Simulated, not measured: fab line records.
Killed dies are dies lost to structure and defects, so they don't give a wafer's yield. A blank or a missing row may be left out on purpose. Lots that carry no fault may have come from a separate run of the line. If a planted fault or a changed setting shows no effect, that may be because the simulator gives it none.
Split-lot study	flow gf180mcu	on a route of 602 steps: 5 lots, 23 wafers read

== SPLIT DETAILS ==
At GF_V3_CVD_02 (deposits SiO2 from TEOS, target thk 850 nm, time 94.851 s), the setting time s was moved away from the recipe's 94.851 s on 9 of the 23 wafers read, by -13.1% to +6.5%. For the rest of the wafers, this setting stayed at what the recipe calls for.

There is no step in the file separating the split from the reading.

== THE READING ==
V3_CVD_02_THK in nanometres, read at GF_V3_THK_MEAS_03. On this fab line, fault-free wafers typically give 849 nm with a standard deviation of 14 nm.

wafer	tool, chamber at the split	time s as run, s	against the recipe	V3_CVD_02_THK, nm	against lot-mates on the recipe
L074.1	pecvd-04, 0	94.851	recipe	866	-
L074.2	pecvd-04, 2	89.1	-6.1%	808	-55
L074.3	pecvd-04, 1	94.851	recipe	860	-
L074.4	pecvd-04, 2	89.1	-6.1%	820	-43
L074.5	pecvd-04, 0	89.1	-6.1%	821	-42
L077.1	pecvd-04, 2	101	+6.5%	910	+52
L077.2	pecvd-04, 1	94.851	recipe	851	-
L077.4	pecvd-04, 1	101	+6.5%	911	+52
L077.5	pecvd-04, 0	101	+6.5%	912	+54
L077.6	pecvd-04, 2	94.851	recipe	866	-
L081.1	pecvd-02, 1	94.851	recipe	835	-
L081.2	pecvd-02, 0	82.38	-13.1%	728	-108
L081.3	pecvd-02, 2	94.851	recipe	836	-
L081.5	pecvd-02, 1	82.38	-13.1%	741	-94
L081.6	pecvd-02, 0	82.38	-13.1%	741	-94
L082.2	pecvd-03, 2	94.851	recipe	830	-
L082.3	pecvd-03, 0	94.851	recipe	842	-
L082.5	pecvd-03, 2	94.851	recipe	851	-
L084.1	pecvd-03, 0	94.851	recipe	843	-
L084.2	pecvd-03, 2	94.851	recipe	855	-
L084.3	pecvd-03, 1	94.851	recipe	845	-
L084.4	pecvd-03, 0	94.851	recipe	868	-
L084.5	pecvd-03, 1	94.851	recipe	863	-

THE FIT
A straight line over all 23 wafers: V3_CVD_02_THK changes by +8.47 nm for each +1% of time s; r = +0.97; the points scatter about the line by 12 nm.
The same after taking each lot's own level away (the mean of its wafers on the recipe; 23 wafers): +7.67 nm for each +1%; r = +0.99; scatter 7.2 nm.
On that fit, the largest move of time s shifts the reading by 1e+02 nm.
Across the lots, their own levels run from 835.5 to 863.0 nm, a range of 2.0 times the standard deviation given above.
So the lot-to-lot level changes the slope: the two fits differ.
Check: with one of the wafers moved furthest among these (-13.1%) left out of the fit, the line predicts -98 nm for it against its lot-mates. Against them it came out at -108 nm.

== ADDITIONAL SPLITS CARRIED BY THESE WAFERS ==
Other splits were also applied to these wafers ahead of the reading. Each is held against what the fit with the lots' levels taken away leaves over:
other split on the same wafers	wafers away from the commonest value	r with V3_CVD_02_THK (lot level and that fit taken away)
GF_V1_SOFTBAKE_10 time s	8	+0.01
GF_V1_SPUTTER_21 time s	10	+0.09
GF_M2_SPUTTER_03 power w	11	-0.05
GF_M2_COAT_09 resist thk nm	11	-0.09
GF_M3_SPUTTER_02 time s	8	-0.14
GF_M3_EXPOSE_11 dose mj	9	+0.16

== THE WHOLE CHAIN: every reading that the file lists as answering this split, in the file's order ==
step	what it does	reading	change (the file's fit)	r (the file's)
GF_V3_CVD_02	deposits SiO2 from TEOS, target thk 850 nm, time 94.851 s	SiO2_of_V3_CVD_02.thk nm (the simulator's own value, which no gauge read)	+7.65 nm for each +1% of the setting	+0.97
GF_V3_THK_MEAS_03		V3_CVD_02_THK	+7.64 for each +1% of the setting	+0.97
GF_V3_CMP_04	polishes SiO2	time to endpoint s	withheld for each +1% of the setting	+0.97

== FILE'S OWN FIT ==
V3_CVD_02_THK changes by +7.64 nm for each +1% of time s, r = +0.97.
